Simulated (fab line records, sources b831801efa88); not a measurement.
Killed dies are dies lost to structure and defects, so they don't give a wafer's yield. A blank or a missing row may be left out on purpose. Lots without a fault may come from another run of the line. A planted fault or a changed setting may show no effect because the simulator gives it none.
Which tool did it? | flow sky130 | 11 lots, 32 wafers sampled, at 3 steps of a route of 708

WHAT THE GAUGES READ, wafer by wafer
SKY_METAL4_CD_MEAS_13: target cd 300 nm.
lot  | measured     | on        | cd_nm (nm)
L157 | day 41 19:58 | cd_sem-01 | 299.5 300.9 300.2
L158 | day 42 00:08 | cd_sem-02 | 303.1 304.2 304.1
L159 | day 42 14:44 | cd_sem-01 | 300.3 298.6 299.3
L162 | day 43 09:37 | cd_sem-01 | 298.7 297.2 254.6
L166 | day 44 11:19 | cd_sem-01 | 253.8 299.8
L172 | day 46 05:49 | cd_sem-01 | 301.0 300.1 300.9
L174 | day 46 16:17 | cd_sem-02 | 300.3 299.6 300.0
L177 | day 47 03:04 | cd_sem-02 | 300.7 299.9 300.5
L178 | day 47 08:20 | cd_sem-01 | 299.5 301.1 301.7
L179 | day 47 16:40 | cd_sem-02 | 299.7 300.8 300.1
L180 | day 47 18:32 | cd_sem-02 | 300.7 300.9 302.1

WHICH TOOL RAN EACH LOT (tool, then ch and the chambers of the sampled wafers, then the start)
lot  | SKY_LDD_HVP_STRIP_09                 | SKY_METAL4_EXPOSE_10
L157 | plasma_asher-01 ch 0,1, day 21 12:03 | krf_scanner-02 ch 0, day 41 07:29
L158 | plasma_asher-02 ch 0,1, day 21 19:20 | krf_scanner-02 ch 0, day 41 12:47
L159 | plasma_asher-01 ch 1, day 22 16:27   | krf_scanner-02 ch 0, day 42 03:07
L162 | plasma_asher-03 ch 0,1, day 23 20:57 | krf_scanner-02 ch 0, day 42 22:55
L166 | plasma_asher-03 ch 0,1, day 25 07:32 | krf_scanner-02 ch 0, day 44 00:33
L172 | plasma_asher-03 ch 0, day 27 18:18   | krf_scanner-01 ch 0, day 45 19:50
L174 | plasma_asher-03 ch 0,1, day 28 00:52 | krf_scanner-01 ch 0, day 46 06:02
L177 | plasma_asher-01 ch 0,1, day 28 13:01 | krf_scanner-02 ch 0, day 46 17:23
L178 | plasma_asher-03 ch 0,1, day 29 03:37 | krf_scanner-01 ch 0, day 46 22:44
L179 | plasma_asher-01 ch 0,1, day 29 09:06 | krf_scanner-01 ch 0, day 47 06:37
L180 | plasma_asher-02 ch 0,1, day 29 15:52 | krf_scanner-02 ch 0, day 47 08:50
- SKY_LDD_HVP_STRIP_09: strips in O2/N2.
- SKY_METAL4_EXPOSE_10: exposes mask MM4, target cd 300 nm.

THE ANSWER, worked out from the rows above alone
Rule: what is usual is taken from the lots themselves. Put in order of their means at a reading, lots are off if they are a third of the lots or fewer, leave a main group of 4 or more, and stand apart from it by a gap of 3 or more times the standard deviation of the main group's means; of several such gaps the widest counts. A main group whose means are all the same, to the digits that the tables above print for the reading, isn't used. A lot without any number at a reading at which 4 lots or more have one is off too. The other lots that the step has rows for count as sound.
Off: L162, L166, at SKY_METAL4_CD_MEAS_13 (cd_nm). The main group: mean 300.7 nm, standard deviation 1.2.
A tool fits if, at a process step before that reading, it ran every lot that is off, and no sound lot after the first of them. The gauges at SKY_METAL4_CD_MEAS_13 are tried like those tools. None of those tried fits.

WHAT THE SIMULATOR HAD PUT IN
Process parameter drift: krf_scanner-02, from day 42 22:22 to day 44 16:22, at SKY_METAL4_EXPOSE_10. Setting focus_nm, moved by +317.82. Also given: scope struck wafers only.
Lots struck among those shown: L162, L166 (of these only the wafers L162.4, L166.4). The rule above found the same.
